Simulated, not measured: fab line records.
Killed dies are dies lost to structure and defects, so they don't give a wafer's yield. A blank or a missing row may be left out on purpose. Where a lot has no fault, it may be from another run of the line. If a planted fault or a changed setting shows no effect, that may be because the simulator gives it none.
The tool behind it: which one? | flow gf180mcu | Sampling: 13 lots, 39 wafers, 5 of 602 route steps

## WHAT THE GAUGES SHOWED, per wafer
GF_HV_LDD_CD_MEAS_07 targets a cd of 400 nm.
lot  | measured     | on       | cdNm (nm)
L527 | day 11 04:26 | cdSem-01 | 400.3 400.2 400.4
L528 | day 11 05:07 | cdSem-02 | 400.6 399.0 399.0
L529 | day 11 14:49 | cdSem-01 | 400.7 399.7 400.8
L530 | day 11 15:03 | cdSem-02 | 398.7 397.3 397.2
L534 | day 12 17:52 | cdSem-01 | 400.8 401.2 401.3
L535 | day 13 02:37 | cdSem-01 | 401.3 402.2 401.7
L536 | day 13 09:02 | cdSem-01 | 397.3 397.0 396.6
L541 | day 14 22:39 | cdSem-02 | 404.3 403.0 403.2
L543 | day 15 08:27 | cdSem-02 | 400.4 400.8 401.5
L545 | day 15 21:06 | cdSem-01 | 400.5 403.7 402.0
L546 | day 16 09:35 | cdSem-01 | 396.3 399.4 397.7
L547 | day 16 14:07 | cdSem-01 | 396.0 398.7 397.1
L548 | day 17 02:22 | cdSem-02 | 402.1 401.4 397.4

GF_HV_LDD_CD_MEAS_46 targets a cd of 400 nm.
lot  | measured     | on       | cdNm (nm)
L527 | day 13 14:20 | cdSem-01 | 401.7 401.0 400.6
L528 | day 13 16:07 | cdSem-02 | 398.5 397.6 397.8
L529 | day 14 03:25 | cdSem-01 | 399.9 399.4 400.6
L530 | day 14 03:50 | cdSem-02 | 398.9 399.7 399.2
L534 | day 15 09:29 | cdSem-02 | 403.1 403.5 401.4
L535 | day 15 18:43 | cdSem-01 | 395.2 396.0 397.9
L536 | day 16 02:23 | cdSem-01 | 403.1 400.2 399.8
L541 | day 17 18:40 | cdSem-02 | 401.1 401.7 399.6
L543 | day 18 05:50 | cdSem-01 | 399.6 398.1 400.6
L545 | day 18 18:26 | cdSem-02 | 399.8 400.4 399.4
L546 | day 19 08:35 | cdSem-01 | 401.6 401.7 402.7
L547 | day 19 13:52 | cdSem-02 | 398.0 399.3 397.5
L548 | day 20 02:59 | cdSem-01 | 404.0 403.7 401.7

GF_HV_LDD_RS_MEAS_53: a four-point-probe measurement.
lot  | measured     | on           | HV_LDD_RS (ohm/sq)
L527 | day 13 14:55 | filmMetro-03 | 419.2 418.8 419.1
L528 | day 13 16:42 | filmMetro-01 | 418.3 418.7 418.2
L529 | day 14 04:00 | filmMetro-01 | 417.5 417.7 415.8
L530 | day 14 04:25 | filmMetro-04 | 419.1 419.5 417.8
L534 | day 15 10:04 | filmMetro-04 | 404.0 404.5 404.8
L535 | day 15 19:18 | filmMetro-04 | 417.8 418.2 418.4
L536 | day 16 02:58 | filmMetro-04 | 404.9 404.7 405.1
L541 | day 17 19:15 | filmMetro-03 | 417.2 418.1 418.1
L543 | day 18 06:25 | filmMetro-03 | 418.5 418.8 418.7
L545 | day 18 19:01 | filmMetro-01 | 416.9 417.3 417.5
L546 | day 19 09:10 | filmMetro-03 | 418.3 417.3 417.7
L547 | day 19 14:27 | filmMetro-03 | 418.5 418.9 417.5
L548 | day 20 03:37 | filmMetro-03 | 417.4 417.2 417.7

## TOOL THAT RAN EACH LOT (tool first, then ch and the chambers of the sampled wafers, then the start)
lot  | GF_HV_LDD_IMPLANT_35            | GF_HV_LDD_STRIP_37
L527 | implanter-01 ch 0, day 12 17:32 | plasmaAsher-04 ch 0,1, day 12 17:50
L528 | implanter-01 ch 0, day 12 19:37 | plasmaAsher-02 ch 0,1, day 12 19:55
L529 | implanter-02 ch 0, day 13 06:58 | plasmaAsher-02 ch 0,1, day 13 07:16
L530 | implanter-04 ch 0, day 13 07:18 | plasmaAsher-02 ch 0,1, day 13 07:34
L534 | implanter-01 ch 0, day 14 11:16 | plasmaAsher-04 ch 1, day 14 11:34
L535 | implanter-02 ch 0, day 14 20:34 | plasmaAsher-02 ch 0,1, day 14 20:52
L536 | implanter-01 ch 0, day 15 03:46 | plasmaAsher-04 ch 0,1, day 15 04:02
L541 | implanter-02 ch 0, day 16 19:29 | plasmaAsher-02 ch 0,1, day 16 19:46
L543 | implanter-02 ch 0, day 17 06:13 | plasmaAsher-02 ch 0,1, day 17 06:29
L545 | implanter-01 ch 0, day 17 18:44 | plasmaAsher-04 ch 0,1, day 17 19:01
L546 | implanter-02 ch 0, day 18 08:32 | plasmaAsher-04 ch 0,1, day 18 08:49
L547 | implanter-04 ch 0, day 18 13:26 | plasmaAsher-01 ch 0,1, day 18 13:43
L548 | implanter-01 ch 0, day 19 02:37 | plasmaAsher-04 ch 0,1, day 19 02:55
- GF_HV_LDD_IMPLANT_35
- GF_HV_LDD_STRIP_37: strips in O2/N2.

## AS READ BY THE TOOLS THEMSELVES (means over the sampled wafers that have a number; for cases with no such wafer, the mark the record gives instead)
GF_HV_LDD_IMPLANT_35.
lot  | tool         | beamEnergyKeV
L527 | implanter-01 | 59.991
L528 | implanter-01 | 60.026
L529 | implanter-02 | 59.990
L530 | implanter-04 | 59.992
L534 | implanter-01 | 67.275
L535 | implanter-02 | 60.005
L536 | implanter-01 | 67.250
L541 | implanter-02 | 60.003
L543 | implanter-02 | 59.999
L545 | implanter-01 | 60.012
L546 | implanter-02 | 59.984
L547 | implanter-04 | 60.013
L548 | implanter-01 | 60.016

GF_HV_LDD_STRIP_37.
lot  | tool           | drypumpMotorCurrentA (A) | heaterPowerW (W) | n2FlowSccm (sccm) | oesProductAu (a.u.) | stripTimeToEndpointS (s)
L527 | plasmaAsher-04 | 5.3                      | 356              | 299.5             | 0.713               | 12.604
L528 | plasmaAsher-02 | 6.2                      | 291              | 300.3             | 0.715               | 12.633
L529 | plasmaAsher-02 | 6.3                      | 300              | 300.4             | 0.720               | 12.604
L530 | plasmaAsher-02 | 6.3                      | 291              | 300.3             | 0.713               | 12.635
L534 | plasmaAsher-04 | 5.2                      | 369              | 300.7             | 0.716               | 12.594
L535 | plasmaAsher-02 | 6.3                      | 287              | 299.2             | 0.717               | 12.629
L536 | plasmaAsher-04 | 5.3                      | 352              | 299.3             | 0.717               | 12.642
L541 | plasmaAsher-02 | 6.2                      | 294              | 300.0             | 0.712               | 12.606
L543 | plasmaAsher-02 | 6.2                      | 296              | 300.4             | 0.721               | 12.617
L545 | plasmaAsher-04 | 5.3                      | 359              | 300.7             | 0.717               | 12.627
L546 | plasmaAsher-04 | 5.3                      | 356              | 299.8             | 0.714               | 12.601
L547 | plasmaAsher-01 | 5.3                      | 308              | 299.5             | 0.714               | 12.679
L548 | plasmaAsher-04 | 5.4                      | 345              | 300.9             | 0.718               | 12.611

## THE ANSWER, worked out from the rows above alone
Rule: the usual values come from the lots themselves. The widest of any qualifying gaps counts: lots, ordered by their means at a reading, are off when they make up no more than a third of the lots, leave a main group of 4 or more, and stand apart from it by 3 or more times the standard deviation of that group's means. If all means in a main group match to the digits the tables above print for the reading, that group is not used. Also off: a lot with no number at a reading for which 4 or more lots have one. Where the step has rows for the other lots, those lots are counted as sound. After the gauges, taken in route order, come the tools' own readings; for these a lot's mean is taken, as printed above. At the first step where some lot is off, the reading lying furthest off is the one used; lots without a number count as furthest.
Off: L534, L536, seen at GF_HV_LDD_RS_MEAS_53 (HV_LDD_RS). The main group: mean 418.1 ohm/sq, standard deviation 0.63.
If a tool, at a process step before that reading, ran all the lots that are off and no sound lot after the first of them, it fits. The gauges at GF_HV_LDD_RS_MEAS_53 aren't tried: what is off there is off at GF_HV_LDD_IMPLANT_35 too, on other tools, and a gauge's error can't cause that. None of those tried fits.

## WHAT HAD BEEN PUT IN BY THE SIMULATOR
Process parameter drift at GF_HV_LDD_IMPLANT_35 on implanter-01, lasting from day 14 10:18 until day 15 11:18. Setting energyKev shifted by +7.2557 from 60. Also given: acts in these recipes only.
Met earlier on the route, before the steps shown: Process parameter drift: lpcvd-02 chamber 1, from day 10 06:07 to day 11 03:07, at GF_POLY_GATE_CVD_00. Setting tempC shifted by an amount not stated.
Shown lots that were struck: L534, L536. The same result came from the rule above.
